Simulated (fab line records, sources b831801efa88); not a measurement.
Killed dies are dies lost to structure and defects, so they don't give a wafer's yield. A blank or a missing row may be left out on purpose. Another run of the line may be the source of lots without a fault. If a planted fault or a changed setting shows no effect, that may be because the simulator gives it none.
fab line records | flow sky130
[record] lots = 12 | wafers = 36 | lastDay = 50
route steps=708 shown METAL1@452 VIA1@459
lots with no fault: from the same line, run without faults
startH: the number of hours between the record's first day and the start of the first shown wafer of the lot | waitH: hours from the lot's prior step to this one | " as in the row above | L1.1+2: several wafers, shown together as one row | - no value, or no start given | * or withheld: withheld | < > ~ a bound
route shown NAME@n: a module of which the file shows steps, and the number in the route of the first | usual: the fault-free wafers' mean and standard deviation | same: alike in all rows | chamber/n: place in a boat | sites: readings site by site | _std_site: standard deviation across them | _edge_site: inner sites' mean taken away from outer sites' mean | radiusMm: for every site, how far away it sits from the centre of the wafer | mask NAME#n: copy n | behind: the last tool/chamber to shape the wafer | hold: the reason the lot was held/the length of the hold in hours/how it ended | device: transistor that didn't switch, given as n, p or np | end of line: the route-end tests of the same wafers | a step with no rows: only its recipe | killed: dies lost to structure and defects at the first sort, not the wafer's yield | map: per-die view of a wafer (x killed, . not killed, _ where there is no die)
set.NAME: the setting that was run; set.NAME@STEP: the one run at that earlier step | model.NAME: the simulator's own value behind a step, which no gauge read
one table for each step of the route and one row for each wafer, over a sample of lots
services: when a tool's chamber went out of use (startH, in hours from the record's first day, below 0 if earlier), for how many hours, and the reason
[[steps]]
[step SKY_METAL1_ETCH_18]
[recipe] chemistry = N2/H2 | target = BARC | ionEnergyEv = 200 | biasW = 100 | pressureMtorr = 30 | n2FlowSccm = 100 | h2FlowSccm = 200 | icpW = 500 | stopOn = SiO2 | timeS = 45.9 | targetDepthA = 600
[usual] drypumpMotorCurrentA = 5.8/0.66 | oesProductAu = 0.855/0.0046 | rfFwdPowerW = 493.8/1.6 | throttleValvePct = 13.224/0.0082
lot.wafer | tool        | chamber | startH | waitH | drypumpMotorCurrentA | oesProductAu | rfFwdPowerW | rfHoursCounterH | throttleValvePct
L519.1    | rieMetal-02 | 1       | 767.35 | 0.0   | 5.3                  | 0.860        | 494.4       | 13              | 13.216
L519.5    | "           | 1       | "      | "     | 5.3                  | 0.860        | 496.8       | -               | 13.211
L519.6    | "           | 0       | "      | "     | 6.7                  | 0.854        | 495.0       | -               | 13.231
L521.2    | rieMetal-04 | 1       | 780.58 | 0.0   | 5.1                  | 0.851        | 494.0       | 3               | 13.221
L521.5    | "           | 0       | "      | "     | 5.4                  | 0.848        | 495.4       | -               | 13.214
L521.6    | "           | 1       | "      | "     | 5.1                  | 0.853        | 496.7       | -               | 13.228
L522.1    | rieMetal-02 | 0       | 785.95 | 0.0   | 6.7                  | 0.857        | 494.4       | 13              | 13.225
L522.2    | "           | 1       | "      | "     | 5.3                  | 0.854        | 495.5       | 14              | 13.211
L522.4    | "           | 1       | "      | "     | 5.3                  | 0.860        | 496.3       | -               | 13.228
L526.2    | rieMetal-02 | 0       | 822.82 | 0.1   | 6.7                  | 0.858        | 575.4       | -               | 13.229
L526.3    | "           | 0       | "      | "     | 6.7                  | 0.861        | 575.0       | -               | 13.226
L526.5    | "           | 0       | "      | "     | 6.7                  | 0.858        | 574.8       | -               | 13.232
L529.4    | rieMetal-02 | 0       | 843.66 | 0.1   | 6.7                  | 0.858        | 576.2       | -               | 13.218
L529.5    | "           | 0       | "      | "     | 6.7                  | 0.858        | 575.9       | -               | 13.224
L529.6    | "           | 0       | "      | "     | 6.7                  | 0.856        | 574.8       | -               | 13.212
L536.1    | rieMetal-01 | 0       | 897.65 | 0.0   | 5.2                  | 0.858        | 492.8       | 7               | 13.232
L536.3    | "           | 0       | "      | "     | 5.2                  | 0.859        | 493.6       | -               | 13.216
L536.6    | "           | 1       | "      | "     | 6.2                  | 0.847        | 491.6       | -               | 13.228
L537.3    | rieMetal-01 | 0       | 903.79 | 0.0   | 5.2                  | 0.854        | 493.2       | -               | 13.231
L537.5    | "           | 0       | "      | "     | 5.2                  | 0.856        | 494.0       | -               | 13.216
L537.6    | "           | 1       | "      | "     | 6.3                  | 0.845        | 493.3       | -               | 13.236
L538.1    | rieMetal-01 | 0       | 907.42 | 0.0   | 5.2                  | 0.853        | 494.5       | 7               | 13.236
L538.3    | "           | 0       | "      | "     | 5.2                  | 0.859        | 493.7       | -               | 13.225
L538.4    | "           | 1       | "      | "     | 6.2                  | 0.854        | 493.1       | -               | 13.225
L539.1    | rieMetal-04 | 0       | 917.90 | 0.0   | 5.4                  | 0.853        | 491.9       | 1               | 13.218
L539.3    | "           | 1       | "      | "     | 5.1                  | 0.857        | 495.9       | -               | 13.227
L539.6    | "           | 0       | "      | "     | 5.4                  | 0.847        | 493.4       | -               | 13.222
L540.1    | rieMetal-02 | 0       | 918.97 | 0.0   | 6.8                  | 0.859        | 493.3       | 20              | 13.217
L540.4    | "           | 0       | "      | "     | 6.7                  | 0.848        | 494.0       | -               | 13.231
L540.5    | "           | 1       | "      | "     | 5.3                  | 0.850        | 494.0       | -               | 13.217
L541.2    | rieMetal-02 | 0       | 926.15 | 0.0   | 6.7                  | 0.854        | 494.2       | 20              | 13.233
L541.3    | "           | 0       | "      | "     | 6.7                  | 0.853        | 495.4       | -               | 13.230
L541.6    | "           | 0       | "      | "     | 6.7                  | 0.849        | 493.4       | -               | 13.224
L542.3    | rieMetal-04 | 0       | 928.37 | 0.0   | 5.4                  | 0.852        | 492.7       | -               | 13.217
L542.4    | "           | 1       | "      | "     | 5.0                  | 0.854        | 495.3       | -               | 13.220
L542.6    | "           | 1       | "      | "     | 5.1                  | 0.857        | 493.9       | -               | 13.213
[step SKY_VIA1_THK_MEAS_01]
[recipe] reads = SiO2_of_VIA1_HDPCVD_00
[usual] VIA1_HDPCVD_THK = 1035/10
lot.wafer | tool         | chamber | startH | waitH | VIA1_HDPCVD_THK[nm]
L519.1    | filmMetro-02 | -       | 768.22 | 0.1   | 1047
L519.5    | "            | -       | "      | "     | 1042
L519.6    | "            | -       | "      | "     | 1032
L521.2    | filmMetro-02 | -       | 781.59 | 0.1   | 1050
L521.5    | "            | -       | "      | "     | 1040
L521.6    | "            | -       | "      | "     | 1033
L522.1    | filmMetro-02 | -       | 786.81 | 0.1   | 1042
L522.2    | "            | -       | "      | "     | 1039
L522.4    | "            | -       | "      | "     | 1038
L526.2    | filmMetro-02 | -       | 823.83 | 0.1   | 1036
L526.3    | "            | -       | "      | "     | 1036
L526.5    | "            | -       | "      | "     | 1037
L529.4    | filmMetro-02 | -       | 844.68 | 0.0   | 1014
L529.5    | "            | -       | "      | "     | 1021
L529.6    | "            | -       | "      | "     | 1014
L536.1    | filmMetro-02 | -       | 898.52 | 0.1   | 1052
L536.3    | "            | -       | "      | "     | 1038
L536.6    | "            | -       | "      | "     | 1031
L537.3    | filmMetro-02 | -       | 904.65 | 0.1   | 1049
L537.5    | "            | -       | "      | "     | 1057
L537.6    | "            | -       | "      | "     | 1025
L538.1    | filmMetro-04 | -       | 908.34 | 0.1   | 1018
L538.3    | "            | -       | "      | "     | 1028
L538.4    | "            | -       | "      | "     | 1021
L539.1    | filmMetro-02 | -       | 918.79 | 0.1   | 1032
L539.3    | "            | -       | "      | "     | 1027
L539.6    | "            | -       | "      | "     | 1056
L540.1    | filmMetro-01 | -       | 919.84 | 0.1   | 1040
L540.4    | "            | -       | "      | "     | 1034
L540.5    | "            | -       | "      | "     | 1027
L541.2    | filmMetro-04 | -       | 927.07 | 0.1   | 1033
L541.3    | "            | -       | "      | "     | 1045
L541.6    | "            | -       | "      | "     | 1038
L542.3    | filmMetro-02 | -       | 929.23 | 0.1   | 1035
L542.4    | "            | -       | "      | "     | 1047
L542.6    | "            | -       | "      | "     | 1021
[step SKY_VIA1_CD_MEAS_12]
[recipe] targetCdNm = 150
[usual] cdNm = 149.6/1.4
lot.wafer | tool     | chamber | startH | waitH | cdNm
L519.1    | cdSem-01 | -       | 795.45 | -     | 151.5
L519.5    | "        | -       | "      | "     | 149.3
L519.6    | "        | -       | "      | "     | 149.8
L521.2    | cdSem-01 | -       | 808.77 | -     | 148.4
L521.5    | "        | -       | "      | "     | 149.3
L521.6    | "        | -       | "      | "     | 147.4
L522.1    | cdSem-01 | -       | 813.95 | -     | 146.4
L522.2    | "        | -       | "      | "     | 147.7
L522.4    | "        | -       | "      | "     | 149.7
L526.2    | cdSem-02 | -       | 850.42 | -     | 150.1
L526.3    | "        | -       | "      | "     | 150.5
L526.5    | "        | -       | "      | "     | 149.7
L529.4    | cdSem-02 | -       | 871.56 | -     | 149.8
L529.5    | "        | -       | "      | "     | 148.5
L529.6    | "        | -       | "      | "     | 148.2
L536.1    | cdSem-02 | -       | 923.75 | -     | 149.5
L536.3    | "        | -       | "      | "     | 149.6
L536.6    | "        | -       | "      | "     | 151.0
L537.3    | cdSem-01 | -       | 929.59 | -     | 149.1
L537.5    | "        | -       | "      | "     | 148.1
L537.6    | "        | -       | "      | "     | 147.9
L538.1    | cdSem-02 | -       | 934.15 | -     | 148.9
L538.3    | "        | -       | "      | "     | 149.8
L538.4    | "        | -       | "      | "     | 148.7
L539.1    | cdSem-01 | -       | 943.40 | -     | 148.3
L539.3    | "        | -       | "      | "     | 150.9
L539.6    | "        | -       | "      | "     | 150.3
L540.1    | cdSem-02 | -       | 944.50 | -     | 151.6
L540.4    | "        | -       | "      | "     | 152.3
L540.5    | "        | -       | "      | "     | 152.5
L541.2    | cdSem-01 | -       | 952.22 | -     | 151.1
L541.3    | "        | -       | "      | "     | 150.4
L541.6    | "        | -       | "      | "     | 149.1
L542.3    | cdSem-02 | -       | 954.77 | -     | 148.0
L542.4    | "        | -       | "      | "     | 147.9
L542.6    | "        | -       | "      | "     | 149.2
[step SKY_VIA1_ETCH_14]
[recipe] chemistry = N2/H2 | target = BARC | ionEnergyEv = 200 | sourceW = 500 | biasW = 100 | pressureMtorr = 30 | n2FlowSccm = 100 | h2FlowSccm = 200 | stopOn = SiO2 | timeS = 46.99 | targetDepthA = 600
[usual] drypumpMotorCurrentA = 5.6/0.57 | oesProductAu = 0.851/0.0049 | throttleValvePct = 13.226/0.0097
lot.wafer | tool       | chamber | startH | waitH | drypumpMotorCurrentA | oesProductAu | rfHoursCounterH | throttleValvePct
L519.1    | rieDiel-03 | 3       | 795.61 | 0.0   | 5.8                  | 0.854        | 19              | 13.216
L519.5    | "          | 2       | "      | "     | 4.6                  | 0.848        | -               | 13.202
L519.6    | "          | 3       | "      | "     | 5.8                  | 0.848        | -               | 13.226
L521.2    | rieDiel-03 | 3       | 808.90 | 0.0   | 5.8                  | 0.851        | 20              | 13.231
L521.5    | "          | 3       | "      | "     | 5.8                  | 0.856        | -               | 13.232
L521.6    | "          | 2       | "      | "     | 4.6                  | 0.862        | -               | 13.223
L522.1    | rieDiel-03 | 2       | 814.10 | 0.0   | 4.6                  | 0.854        | 18              | 13.219
L522.2    | "          | 3       | "      | "     | 5.8                  | 0.852        | 20              | 13.221
L522.4    | "          | 1       | "      | "     | 5.6                  | 0.850        | 23              | 13.234
L526.2    | rieDiel-04 | 2       | 850.56 | 0.0   | 5.8                  | 0.847        | 9               | 13.226
L526.3    | "          | 1       | "      | "     | 6.5                  | 0.846        | 5               | 13.220
L526.5    | "          | 1       | "      | "     | 6.5                  | 0.855        | -               | 13.233
L529.4    | rieDiel-02 | 1       | 871.67 | 0.0   | 5.1                  | 0.849        | 3               | 13.224
L529.5    | "          | 3       | "      | "     | 6.5                  | 0.854        | -               | 13.234
L529.6    | "          | 2       | "      | "     | 5.5                  | 0.843        | -               | 13.253
L536.1    | rieDiel-04 | 2       | 923.90 | 0.0   | 5.7                  | 0.845        | 11              | 13.219
L536.3    | "          | 0       | "      | "     | 5.6                  | 0.845        | 16              | 13.244
L536.6    | "          | 2       | "      | "     | 5.8                  | 0.856        | -               | 13.228
L537.3    | rieDiel-02 | 1       | 929.70 | 0.0   | 5.1                  | 0.856        | 5               | 13.240
L537.5    | "          | 1       | "      | "     | 5.1                  | 0.843        | -               | 13.222
L537.6    | "          | 2       | "      | "     | 5.5                  | 0.851        | -               | 13.231
L538.1    | rieDiel-03 | 2       | 934.31 | 0.0   | 4.7                  | 0.854        | 22              | 13.236
L538.3    | "          | 1       | "      | "     | 5.6                  | 0.858        | 27              | 13.212
L538.4    | "          | 1       | "      | "     | 5.6                  | 0.844        | -               | 13.225
L539.1    | rieDiel-03 | 2       | 943.55 | 0.0   | 4.6                  | 0.845        | 22              | 13.213
L539.3    | "          | 3       | "      | "     | 5.8                  | 0.849        | 24              | 13.238
L539.6    | "          | 3       | "      | "     | 5.8                  | 0.849        | -               | 13.206
L540.1    | rieDiel-04 | 1       | 944.66 | 0.0   | 6.5                  | 0.853        | 7               | 13.228
L540.4    | "          | 2       | "      | "     | 5.7                  | 0.849        | 12              | 13.230
L540.5    | "          | 0       | "      | "     | 5.7                  | 0.853        | -               | 13.242
L541.2    | rieDiel-03 | 2       | 952.36 | 0.0   | 4.6                  | 0.859        | 23              | 13.218
L541.3    | "          | 1       | "      | "     | 5.6                  | 0.856        | 28              | 13.233
L541.6    | "          | 2       | "      | "     | 4.6                  | 0.860        | -               | 13.222
L542.3    | rieDiel-02 | 2       | 954.89 | 0.0   | 5.6                  | 0.845        | 3               | 13.236
L542.4    | "          | 1       | "      | "     | 5.1                  | 0.849        | 6               | 13.216
L542.6    | "          | 3       | "      | "     | 6.6                  | 0.845        | -               | 13.240
[[services]]
tool        | chamber | startH | hours | kind
rieDiel-02  | 1       | 746.43 | -     | clean
rieDiel-02  | 1       | 746.43 | 16.9  | scheduledDown
rieDiel-02  | 1       | 746.43 | 16.9  | ventCycle
rieMetal-02 | -       | 764.10 | 2.8   | pm
rieDiel-02  | -       | 772.54 | 2.8   | pm
rieDiel-02  | 3       | 778.03 | 3.1   | repair
rieDiel-04  | 0       | 809.73 | 7.5   | repair
rieMetal-02 | 1       | 821.47 | -     | clean
rieMetal-02 | 1       | 821.47 | 23.0  | scheduledDown
rieMetal-02 | 1       | 821.47 | 23.0  | ventCycle
rieDiel-02  | 2       | 844.25 | -     | clean
rieDiel-04  | 1       | 855.31 | 9.0   | repair
rieMetal-01 | 1       | 858.48 | 9.9   | repair
rieMetal-02 | 1       | 868.53 | 20.7  | repair
rieDiel-04  | 0       | 876.94 | 11.7  | repair
rieMetal-04 | -       | 887.60 | 1.5   | repair
rieDiel-03  | 0       | 930.18 | -     | clean
rieDiel-03  | 0       | 930.18 | 19.4  | scheduledDown
rieDiel-03  | 0       | 930.18 | 19.4  | ventCycle
rieMetal-02 | 0       | 930.80 | -     | clean
rieMetal-02 | 0       | 930.80 | 18.2  | scheduledDown
rieMetal-02 | 0       | 930.80 | 18.2  | ventCycle
rieMetal-04 | 0       | 931.64 | 19.1  | repair
rieDiel-03  | 3       | 934.45 | 3.5   | repair
[[key]]
[firstSign] step = SKY_METAL1_ETCH_18 | reading = rfFwdPowerW | direction = up | sigmas = 51 | usual = 493.8 | struck = 575.4
effect none on later readings
metAt SKY_METAL1_ETCH_18
struckLots L526,L529
notActingAt SKY_VIA1_THK_MEAS_01,SKY_VIA1_CD_MEAS_12,SKY_VIA1_ETCH_14
onsetBetween 785.95 822.82
[fault] kind = processParameterDrift | tool = rieMetal-02 | chamber = - | onsetH = 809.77 | steps = SKY_METAL1_ETCH_18 | channel = icpW | offset = 80 | shape = step | endH = 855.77 | actsIn = theseRecipesOnly | stated = 500
